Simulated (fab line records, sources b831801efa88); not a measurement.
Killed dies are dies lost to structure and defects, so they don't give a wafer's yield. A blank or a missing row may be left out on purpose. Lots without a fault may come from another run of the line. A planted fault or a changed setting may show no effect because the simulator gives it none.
A struck lot beside a sound one | flow sky130 | 18 steps out of a route of 708
Sound: wafers L709.2, L709.3, L709.6. Struck: wafer L712.5. (L712.3 of the same lot was not struck and is left out.) The cause comes at the end.
At each step with rows: each side's tool, then ch and its chambers, then its first start. Under that, the readings that differ: sound wafers | struck wafers | difference of the means | sigmas: that difference in standard deviations of wafers without a fault.
alike: readings whose means differ by less than 2 such deviations, and words and numbers that are the same on both sides. not compared: withheld readings, readings that some wafer has no value for, bounds like >300 that may hide the same value, and numbers for which the record gives no deviation and whose values overlap.
The two part at a step that has a row with sigmas, a row that says differs or no value, or rows on one side only. Numbers that don't overlap but have no deviation are shown without sigmas and don't part them. A reading that every wafer of one side lacks parts them only if that side has two wafers or more.

first, 2 steps without rows for these wafers: SKY_CONTACT_PEB_12; SKY_CONTACT_DEVELOP_13 (develop time 60 s).
SKY_CONTACT_CD_MEAS_14: target cd 170 nm.
  sound on cd_sem-01, day 34 02:03; struck on cd_sem-01, day 35 04:04
  alike: cd_nm
SKY_CONTACT_OVL_MEAS_15:
  sound on overlay-02, day 34 02:10; struck on overlay-02, day 35 04:10
  alike: CONTACT_OVL
SKY_CONTACT_ETCH_16: etches BARC in N2/H2, stops on SiO2, time 45.9 s, target depth 60 nm.
  sound on rie_diel-03 ch 1,2, day 34 02:11; struck on rie_diel-03 ch 3, day 35 04:11
  alike: drypump_motor_current_A, n2_flow_sccm, oes_product_au, throttle_valve_pct
  not compared: rf_hours_counter_h
then, 1 step without rows for these wafers: SKY_CONTACT_ETCH_17 (etches SiO2 in C4F8/O2/Ar, stops on Si3N4, target depth 340 nm).
SKY_CONTACT_ETCH_18: etches Si3N4 in CHF3/O2, stops on TiN, time 39 s, target depth 75 nm.
  sound on rie_diel-03 ch 1,2; struck on rie_diel-03 ch 3
  alike: drypump_motor_current_A, oes_product_au, throttle_valve_pct
  not compared: rf_hours_counter_h
SKY_CONTACT_STRIP_19: strips in O2/N2.
  sound on plasma_asher-04 ch 0,1, day 34 02:19; struck on plasma_asher-02 ch 1, day 35 04:22
  alike: drypump_motor_current_A, n2_flow_sccm, oes_product_au, strip_time_to_endpoint_s
  not compared: rf_hours_counter_h
then, 3 steps without rows for these wafers: SKY_CONTACT_STRIP_20 (strips in post etch residue remover, time 1200 s); SKY_CONTACT_CLEAN_21 (cleans in IPA, time 180 s); SKY_CONTACT_CLEAN_22 (cleans in O3/DIW).
SKY_CONTACT_SPUTTER_23: material TiN, target thk 20 nm, time 80 s.
  sound on pvd_sputter-03, day 34 02:57; struck on pvd_sputter-03, day 35 05:02
  alike: throttle_valve_pct
SKY_CONTACT_CVD_24: deposits W, target thk 340 nm, time 102.12 s.
  sound on cvd_w-02 ch 0,1, day 34 03:01; struck on cvd_w-02 ch 0, day 35 05:08
  reading                               | sound             | struck | difference | sigmas
  model.W_of_CONTACT_CVD_24.thk_nm (nm) | 338.2 342.1 340.5 | 210.8  | -129.5     |
  alike: heater_power_w
SKY_CONTACT_RS_MEAS_25: measures by four-point-probe.
  sound on film_metro-04, day 34 03:09; struck on film_metro-01, day 35 05:32
  reading               | sound             | struck | difference | sigmas
  CONTACT_W_RS (ohm/sq) | 0.339 0.336 0.337 | 0.549  | +0.212     | +64
  not compared: hold
SKY_CONTACT_THK_MEAS_26: measures by xrf.
  sound on film_metro-04, day 34 03:16; struck on film_metro-01, day 35 12:32
  reading            | sound       | struck | difference | sigmas
  CONTACT_W_THK (nm) | 329 332 332 | 210    | -121       | -33
  not compared: hold
SKY_CONTACT_CMP_27: polishes, stops on SiO2, t overpolish 15 s, target thk 0 nm.
  sound on cmp-02 ch 1,3, day 34 03:19; struck on cmp-02 ch 2, day 35 14:46
  reading                | sound             | struck                   | difference                   | sigmas
  hold                   | - - -             | await_dispo/2.2h/release | no value on the sound wafers |
  platen_rpm (rpm)       | 60.00 60.05 60.07 | 59.94                    | -0.10                        | -2
  time_to_endpoint_s (s) | 81.3 80.7 79.0    | 46.6                     | -33.7                        | -12
  alike: motor_current_A, retaining_ring_pressure_frac
SKY_METAL1_SPUTTER_00: material Ti, target thk 15 nm, time 10 s.
  sound on pvd_sputter-02, day 34 03:37; struck on pvd_sputter-04, day 35 15:04
  alike: throttle_valve_pct
SKY_PAD_OPEN_PROBE_99:
  the record has rows for the sound wafers here (prober-02, day 47 19:41) and none for the struck ones

WHERE THEY PART
First at SKY_CONTACT_RS_MEAS_25; last, within this record, at SKY_PAD_OPEN_PROBE_99.

WHY: what the simulator had put in
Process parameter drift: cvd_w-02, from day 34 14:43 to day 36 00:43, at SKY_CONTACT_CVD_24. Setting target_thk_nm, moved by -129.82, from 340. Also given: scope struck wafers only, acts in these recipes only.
